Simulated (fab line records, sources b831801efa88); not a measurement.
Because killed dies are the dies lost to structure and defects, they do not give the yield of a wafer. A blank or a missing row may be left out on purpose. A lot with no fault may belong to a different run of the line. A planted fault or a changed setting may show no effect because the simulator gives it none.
A struck lot beside a sound one | flow sky130 | 14 steps out of a route of 708
Sound: the wafers L939.1, L939.3, L939.5. The struck wafers were L934.1, L934.2, L934.4. The cause is named last.
Order at every step that has rows: each side's tool, ch and its chambers, its first start. Under that, the readings that differ: sound wafers | struck wafers | difference of the means | sigmas: that difference in standard deviations of wafers without a fault.
alike: same words and numbers on both sides, and readings whose means sit less than 2 such deviations apart. not compared: any withheld reading, any reading some wafer has no value for, any bound like >300 that may hide the same value, and any number with overlapping values for which the record gives no deviation.
A row with sigmas, a row that says differs or no value, or rows on one side alone: a step with any of these is where the two part. Numbers that have no deviation but don't overlap get no sigmas and don't part them. A reading that every wafer of one side lacks parts them only if that side has two wafers or more.

SKY_METAL5_SPUTTER_01: material TiN, target thk 20 nm, time 16.7 s.
  sound: pvdSputter-02 at day 48 11:14; struck: pvdSputter-03 at day 47 08:04
  alike: cathodeDcPowerW, throttleValvePct
SKY_METAL5_SPUTTER_02: material AlCu, target thk 1150 nm, time 61.2 s.
  sound: pvdSputter-02 at day 48 11:15; struck: pvdSputter-03 at day 47 08:06
  alike: cathodeDcPowerW, throttleValvePct
SKY_METAL5_SPUTTER_03: material Ti, target thk 5 nm, time 3.3 s.
  sound: pvdSputter-02 at day 48 11:18; struck: pvdSputter-03 at day 47 08:09
  alike: cathodeDcPowerW, throttleValvePct
SKY_METAL5_SPUTTER_04: material TiN, target thk 70 nm, time 58.3 s.
  sound: pvdSputter-02 at day 48 11:19; struck: pvdSputter-03 at day 47 08:10
  alike: cathodeDcPowerW, throttleValvePct
SKY_METAL5_RS_MEAS_05: measures by four-point-probe.
  sound: filmMetro-01 at day 48 11:22; struck: filmMetro-03 at day 47 08:13
  alike: METAL5_ALCU_RS
SKY_METAL5_THK_MEAS_06: measures by xrf.
  sound: filmMetro-01 at day 48 11:29; struck: filmMetro-03 at day 47 08:20
  alike: METAL5_ALCU_THK
then, 6 steps without rows for these wafers: SKY_METAL5_DEHYDRATE_07 (time 60 s); SKY_METAL5_HMDS_08 (prime time 60 s); SKY_METAL5_COAT_09 (resist thk 1800 nm); SKY_METAL5_SOFTBAKE_10 (time 60 s); SKY_METAL5_EXPOSE_11 (exposes mask MM5, target cd 1600 nm); SKY_METAL5_PEB_12.
SKY_METAL5_DEVELOP_13: develop time 60 s.
  struck on lithoTrack-02, day 48 03:37; sound on lithoTrack-02 ch 0, day 49 04:52
  no value came back on the struck wafers for chillPlateTempC (C), developTimeS (s); on the sound wafers chillPlateTempC (C) reads 22.82 22.93 23.08
SKY_METAL5_DESCUM_14: chemistry O2, time 11 s.
  sound on rieMetal-01 ch 0,1, day 49 05:01; struck on rieMetal-04 ch 0,1, day 48 03:46
  alike: drypumpMotorCurrentA, heBacksideLeakSccm, oesProductAu
  not compared: rfHoursCounterH

## WHERE THEY PART
Within this record, at SKY_METAL5_DEVELOP_13 only. Later steps at which nothing parts them and some readings are alike: SKY_METAL5_DESCUM_14.

WHY: what had been put in by the simulator
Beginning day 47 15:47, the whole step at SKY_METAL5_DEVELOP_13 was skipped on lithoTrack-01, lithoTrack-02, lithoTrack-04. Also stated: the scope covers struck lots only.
